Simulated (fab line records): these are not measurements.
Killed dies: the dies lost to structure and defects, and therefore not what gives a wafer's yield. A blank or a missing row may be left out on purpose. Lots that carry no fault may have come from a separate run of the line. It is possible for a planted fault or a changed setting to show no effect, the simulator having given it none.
Which tool was responsible? | flow sky130 | 12 lots with 36 wafers sampled at 3 steps, on a route of 708 steps

WHAT THE GAUGES READ, wafer by wafer
SKY_LI_CONTACT_CD_MEAS_12: the cd target is 170 nm. Usual: cd-nm at 169.5 nm, with a standard deviation of 1.4.
lot  | measured     | on        | cd-nm (nm)        | flag
L470 | day 30 00:59 | cd-sem-01 | 169.2 169.7 170.9 |
L472 | day 30 05:38 | cd-sem-02 | 168.2 168.5 167.8 |
L475 | day 31 20:52 | cd-sem-01 | 169.1 169.0 169.1 |
L482 | day 33 12:00 | cd-sem-02 | 171.6 172.5 172.8 |
L485 | day 34 10:05 | cd-sem-02 | 167.9 169.5 168.2 |
L484 | day 34 16:05 | cd-sem-01 | 171.2 170.7 168.5 |
L486 | day 34 23:28 | cd-sem-02 | 170.6 169.5 169.1 |
L488 | day 35 05:40 | cd-sem-02 | 169.0 169.4 168.5 |
L489 | day 35 17:58 | cd-sem-02 | 172.8 170.4 171.4 |
L490 | day 36 01:22 | cd-sem-02 | 169.8 168.6 168.7 |
L492 | day 36 06:26 | cd-sem-02 | 168.9 168.8 169.4 |
L491 | day 36 09:17 | cd-sem-01 | 169.1 169.0 170.2 |

SKY_VIA1_OVL_MEAS_13. Usual: VIA1_OVL 1 nm, standard deviation 5.1.
lot  | measured     | on         | VIA1_OVL (nm) | flag
L470 | day 34 20:38 | overlay-02 | -3 0 -4       |
L472 | day 35 01:07 | overlay-01 | 1 8 5         |
L475 | day 36 14:31 | overlay-01 | 2 6 4         |
L482 | day 38 00:43 | overlay-02 | -7 -2 -7      |
L485 | day 38 23:57 | overlay-01 | 1 5 8         |
L484 | day 39 04:13 | overlay-01 | -5 1 -4       |
L486 | day 39 10:55 | overlay-01 | 2 -1 -4       |
L488 | day 39 22:04 | overlay-02 | -1 -9 -2      |
L489 | day 40 04:16 | overlay-01 | 5 6 4         |
L490 | day 40 10:13 | overlay-01 | -7 -4 -1      |
L492 | day 40 16:16 | overlay-02 | 0 6 -2        |
L491 | day 40 17:25 | overlay-01 | 2 6 -5        |

WHAT TOOL EACH LOT RAN ON (gives the tool, then ch and the chambers of the sampled wafers, and finally the start)
lot  | SKY_VIA1_SOFTBAKE_08
L470 | litho-track-01 ch 0, day 34 08:00
L472 | litho-track-01 ch 0, day 34 11:00
L475 | litho-track-02 ch 0, day 36 00:00
L482 | litho-track-01 ch 0, day 37 12:00
L485 | litho-track-01 ch 0, day 38 10:00
L484 | litho-track-03 ch 0, day 38 15:00
L486 | litho-track-01 ch 0, day 38 22:00
L488 | litho-track-01 ch 0, day 39 09:00
L489 | litho-track-03 ch 0, day 39 16:00
L490 | litho-track-02 ch 0, day 39 22:00
L492 | litho-track-02 ch 0, day 40 03:00
L491 | litho-track-02 ch 0, day 40 05:00
- SKY_VIA1_SOFTBAKE_08: time 90 s.

WHAT THE TOOLS THEMSELVES READ (means of the sampled wafers that have a number; where no wafer has one, the mark that the record gives instead)
SKY_VIA1_SOFTBAKE_08. Usual: heater-power-total-W 57.36 W, standard deviation 0.11; run-length-s 119.30 s, standard deviation 0.19.
lot  | tool           | heater-power-total-W (W) | run-length-s (s) | flag
L470 | litho-track-01 | 57.35                    | 119.50           |
L472 | litho-track-01 | 57.30                    | 119.55           |
L475 | litho-track-02 | 59.47                    | 111.05           | OFF
L482 | litho-track-01 | 57.25                    | 119.48           |
L485 | litho-track-01 | 57.37                    | 119.63           |
L484 | litho-track-03 | 57.35                    | 119.41           |
L486 | litho-track-01 | 57.30                    | 119.40           |
L488 | litho-track-01 | 57.31                    | 119.50           |
L489 | litho-track-03 | 57.34                    | 119.36           |
L490 | litho-track-02 | 57.42                    | 119.15           |
L492 | litho-track-02 | 57.37                    | 119.21           |
L491 | litho-track-02 | 57.34                    | 119.21           |

THE ANSWER, worked out from the rows above alone
Rule: a lot is off if the mean of its wafers that have a number lies more than 3 standard deviations from the usual mean. Also off: a lot with no number at a reading for which 4 or more lots have one. The other lots that the step has rows for count as sound. First the gauges in route order, then the tools' own readings, where a lot's mean is used as printed above. At the first step where some lot is off, the reading lying furthest off is the one used; lots without a number count as furthest.
Off, at SKY_VIA1_SOFTBAKE_08 on run-length-s: L475.
A tool fits if, at that step or a process step before it, it ran every lot that is off, and no sound lot after the first of them. Not one of the candidates tried fits.

WHAT WAS PUT IN BY THE SIMULATOR
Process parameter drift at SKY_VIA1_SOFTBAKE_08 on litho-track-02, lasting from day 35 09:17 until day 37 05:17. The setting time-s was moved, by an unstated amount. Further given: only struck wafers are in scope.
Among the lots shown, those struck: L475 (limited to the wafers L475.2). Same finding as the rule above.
